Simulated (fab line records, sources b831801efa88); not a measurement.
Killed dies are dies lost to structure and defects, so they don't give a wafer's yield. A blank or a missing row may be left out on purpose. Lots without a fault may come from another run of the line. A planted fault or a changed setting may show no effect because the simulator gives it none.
Chamber matching | flow gf180mcu | GF_STI_CMP_25 on cmp-01: 4 sister chambers
The step polishes, stops on Si3N4, t overpolish 33 s, target thk 524.6 nm. 4 wafers are shown with their chamber, then 8 later ones without.

WAFERS WITH THEIR CHAMBER
wafer  | chamber | motor_current_A (A)
L481.6 | 2       | 12.6
L486.3 | 0       | 11.9
L486.4 | 3       | 11.5
L490.3 | 1       | 12.8

WAFERS WITHOUT THEIR CHAMBER
wafer  | motor_current_A (A)
L490.4 | 11.5
L490.6 | 12.4
L492.3 | 12.7
L492.4 | 12.0
L492.6 | 12.0
L493.1 | 12.3
L493.2 | 12.6
L493.4 | 13.1

WHICH CHAMBER EACH WENT THROUGH
wafer  | from the rows above          | in truth
L490.4 | 3                            | 3
L490.6 | can't be placed: 2 or 1 or 0 | 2
L492.3 | can't be placed: 2 or 1      | 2
L492.4 | 0                            | 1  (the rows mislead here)
L492.6 | 0                            | 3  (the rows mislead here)
L493.1 | can't be placed: 2 or 0 or 1 | 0
L493.2 | can't be placed: 2 or 1      | 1
L493.4 | can't be placed: 1 or 2      | 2
Placed correctly: 1 of 8. Can't be placed from these rows: 5 (the true chamber is among the candidates in 5). Placed wrongly: 2.
How it was worked out, from the rows above alone: a wafer's distance from a chamber is the root of the sum, over the readings, of the square of ((its reading less the chamber's mean) divided by the reading's scatter). The wafer belongs to the nearest chamber; if the next one is less than 2 further off, it can't be placed. A chamber's mean is the mean of its shown wafers. The scatter: with one shown wafer a chamber, the root of the mean of the squares of how far each hidden wafer lies from its nearest shown one.
